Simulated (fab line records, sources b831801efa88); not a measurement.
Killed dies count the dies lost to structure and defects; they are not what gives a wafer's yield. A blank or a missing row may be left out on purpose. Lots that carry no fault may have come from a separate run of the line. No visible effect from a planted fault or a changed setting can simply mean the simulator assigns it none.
Which tool was responsible? + flow sky130 + 42 wafers from 14 lots sampled at 3 of the route's 708 steps

## WHAT THE GAUGES READ, wafer by wafer
SKY_VT_ADJUST_LVTN_TW_MEAS_10. Usual: for VT_ADJUST_LVTN_TW the level is 242.4 and the standard deviation is 1.7.
| lot  | measured     | on            | VT_ADJUST_LVTN_TW | flag |
|------|--------------|---------------|-------------------|------|
| L990 | day 6 18:41  | film_metro-02 | 244.6 244.3 244.5 |      |
| L991 | day 7 02:20  | film_metro-04 | 240.6 240.7 239.5 |      |
| L992 | day 7 06:29  | film_metro-04 | 240.5 240.5 240.3 |      |
| L995 | day 8 03:31  | film_metro-03 | 240.8 242.0 240.8 |      |
| L996 | day 8 12:17  | film_metro-02 | 244.2 244.6 244.6 |      |
| L997 | day 8 18:05  | film_metro-04 | 240.2 242.0 241.1 |      |
| L998 | day 9 00:23  | film_metro-03 | 241.9 241.8 241.2 |      |
| L999 | day 9 08:59  | film_metro-03 | 241.6 241.0 241.8 |      |
| L100 | day 9 14:23  | film_metro-02 | 241.8 243.9 244.4 |      |
| L102 | day 10 08:34 | film_metro-04 | 240.8 240.5 240.0 |      |
| L105 | day 11 05:20 | film_metro-03 | 239.5 240.7 240.1 |      |
| L107 | day 11 15:35 | film_metro-02 | 243.1 244.0 243.8 |      |
| L110 | day 12 18:25 | film_metro-03 | 241.9 241.5 242.5 |      |
| L113 | day 13 02:34 | film_metro-04 | 240.7 241.0 241.8 |      |

SKY_GATE_OXIDE_THK_MEAS_02. Usual: for GATE_OXIDE_OXIDATION_00_THK the level is 10.40 nm and the standard deviation is 0.18.
| lot  | measured     | on            | GATE_OXIDE_OXIDATION_00_THK (nm) | flag |
|------|--------------|---------------|----------------------------------|------|
| L990 | day 12 16:52 | film_metro-04 | 10.34 10.59 10.41                |      |
| L991 | day 13 03:08 | film_metro-04 | 10.12 9.99 10.08                 |      |
| L992 | day 13 06:03 | film_metro-01 | 10.50 10.52 10.56                |      |
| L995 | day 14 09:13 | film_metro-04 | 10.29 10.30 10.45                |      |
| L996 | day 14 20:11 | film_metro-01 | 10.26 10.36 10.24                |      |
| L997 | day 15 02:58 | film_metro-02 | 10.45 10.53 10.54                |      |
| L998 | day 15 10:07 | film_metro-02 | 10.67 10.62 10.51                |      |
| L999 | day 15 23:11 | film_metro-04 | 10.45 10.41 10.50                |      |
| L100 | day 16 04:34 | film_metro-02 | 10.24 10.38 10.21                |      |
| L102 | day 17 04:19 | film_metro-01 | 10.31 10.29 10.40                |      |
| L105 | day 18 05:53 | film_metro-02 | 10.41 10.40 10.38                |      |
| L107 | day 18 16:38 | film_metro-01 | 8.11 7.96 8.05                   | OFF  |
| L110 | day 20 05:23 | film_metro-02 | 8.19 8.18 8.03                   | OFF  |
| L113 | day 20 10:44 | film_metro-02 | 10.37 10.27 10.55                |      |

## WHAT TOOL EACH LOT RAN ON (gives the tool, then ch and the chambers of the sampled wafers, and finally the start)
| lot  | SKY_GATE_OXIDE_OXIDATION_01   |
|------|-------------------------------|
| L990 | furnace-01 ch 0, day 12 15:26 |
| L991 | furnace-01 ch 0, day 13 01:43 |
| L992 | furnace-01 ch 0, day 13 04:39 |
| L995 | furnace-02 ch 0, day 14 07:48 |
| L996 | furnace-02 ch 0, day 14 18:46 |
| L997 | furnace-01 ch 0, day 15 01:33 |
| L998 | furnace-01 ch 0, day 15 08:41 |
| L999 | furnace-01 ch 0, day 15 21:46 |
| L100 | furnace-02 ch 0, day 16 03:10 |
| L102 | furnace-01 ch 0, day 17 02:55 |
| L105 | furnace-02 ch 0, day 18 04:28 |
| L107 | furnace-01 ch 0, day 18 15:13 |
| L110 | furnace-01 ch 0, day 20 03:57 |
| L113 | furnace-02 ch 0, day 20 09:20 |
- SKY_GATE_OXIDE_OXIDATION_01: stabilise 600 s, purge 300 s, target thk 10.268 nm.

## WHAT THE TOOLS THEMSELVES READ (means of the sampled wafers that have a number; where no wafer has one, the mark that the record gives instead)
SKY_GATE_OXIDE_OXIDATION_01. Usual: spike_tc_bottom_C 918.6 C, standard deviation 1.8; spike_tc_centre_C 901.2 C, standard deviation 0.99; spike_tc_lower_C 900.0 C, standard deviation 1.3; spike_tc_top_C 910 C, standard deviation 3; spike_tc_upper_C 898.0 C, standard deviation 1.4; tube_center_temp_C 900 C, standard deviation 0.074; tube_center_temp_C_max 902.3, standard deviation 0.39; zone_power_top_pct 37.4 %, standard deviation 0.57.
| lot  | tool       | spike_tc_bottom_C (C) | spike_tc_centre_C (C) | spike_tc_lower_C (C) | spike_tc_top_C (C) | spike_tc_upper_C (C) | tube_center_temp_C (C) | tube_center_temp_C_max | zone_power_top_pct (%) | flag |
|------|------------|-----------------------|-----------------------|----------------------|--------------------|----------------------|------------------------|------------------------|------------------------|------|
| L990 | furnace-01 | 917.4                 | 901.8                 | 898.9                | 908                | 898.2                | 900                    | 902.7                  | 37.0                   |      |
| L991 | furnace-01 | 916.3                 | 901.8                 | 898.5                | 907                | 896.2                | 900                    | 902.4                  | 37.0                   |      |
| L992 | furnace-01 | 916.7                 | 900.0                 | 898.7                | 907                | 897.1                | 900                    | 902.1                  | 37.0                   |      |
| L995 | furnace-02 | 920.4                 | 901.3                 | 900.8                | 913                | 898.1                | 900                    | 902.3                  | 37.5                   |      |
| L996 | furnace-02 | 920.6                 | 901.7                 | 900.5                | 913                | 898.5                | 900                    | 902.3                  | 37.7                   |      |
| L997 | furnace-01 | 916.8                 | 900.2                 | 899.5                | 907                | 896.8                | 900                    | 902.5                  | 36.7                   |      |
| L998 | furnace-01 | 918.0                 | 900.7                 | 899.2                | 907                | 896.8                | 900                    | 902.4                  | 36.7                   |      |
| L999 | furnace-01 | 917.0                 | 900.6                 | 898.6                | 907                | 897.1                | 900                    | 902.1                  | 36.7                   |      |
| L100 | furnace-02 | 919.1                 | 902.3                 | 900.7                | 913                | 898.6                | 900                    | 902.2                  | 37.9                   |      |
| L102 | furnace-01 | 918.4                 | 900.9                 | 900.2                | 907                | 897.1                | 900                    | 902.1                  | 36.9                   |      |
| L105 | furnace-02 | 920.5                 | 902.3                 | 900.2                | 912                | 898.7                | 900                    | 902.3                  | 37.7                   |      |
| L107 | furnace-01 | 894.2                 | 877.1                 | 875.4                | 885                | 874.8                | 877                    | 878.7                  | 35.5                   | OFF  |
| L110 | furnace-01 | 894.7                 | 878.6                 | 875.6                | 884                | 874.6                | 877                    | 879.3                  | 35.2                   | OFF  |
| L113 | furnace-02 | 918.9                 | 901.3                 | 901.0                | 913                | 899.0                | 900                    | 902.5                  | 37.6                   |      |

## THE ANSWER, worked out from the rows above alone
Rule: take the mean of a lot's wafers that have a number; if it is more than 3 standard deviations from the usual mean, the lot is off. Also off: a lot with no number at a reading for which 4 or more lots have one. The other lots that the step has rows for count as sound. After the gauges, taken in route order, come the tools' own readings; for these a lot's mean is taken, as printed above. At the first step where some lot is off, the reading lying furthest off is the one used; lots without a number count as furthest.
Off: at SKY_GATE_OXIDE_THK_MEAS_02 (GATE_OXIDE_OXIDATION_00_THK), L107, L110.
A tool fits if, at a process step before that reading, it ran every lot that is off, and no sound lot after the first of them. Not tried: the gauges at SKY_GATE_OXIDE_THK_MEAS_02; whatever is off there is also off at SKY_GATE_OXIDE_OXIDATION_01, on other tools, and gauge error can't account for it. One fits: SKY_GATE_OXIDE_OXIDATION_01 on furnace-01. A fault onset in the window from L102 (day 17 02:55, its last sound lot) to L107 (day 18 15:13, its first lot off) fits.
The tool's own readings at SKY_GATE_OXIDE_OXIDATION_01 bear it out: on the lots that are off they differ by more than 5 times the standard deviation of the sound lots' means. spike_tc_bottom_C reads 894.5 C there against 918.3 C on the sound lots; spike_tc_centre_C reads 877.9 C there against 901.2 C on the sound lots; spike_tc_lower_C reads 875.5 C there against 899.7 C on the sound lots; spike_tc_top_C reads 884 C there against 910 C on the sound lots; spike_tc_upper_C reads 874.7 C there against 897.7 C on the sound lots; tube_center_temp_C reads 877 C there against 900 C on the sound lots; tube_center_temp_C_max reads 879.0 there against 902.3 on the sound lots.

## WHAT THE SIMULATOR PUT IN
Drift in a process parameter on furnace-01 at SKY_GATE_OXIDE_OXIDATION_01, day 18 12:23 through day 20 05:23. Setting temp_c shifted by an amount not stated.
Struck lots among those shown: L107, L110. The rule given above showed the same thing.
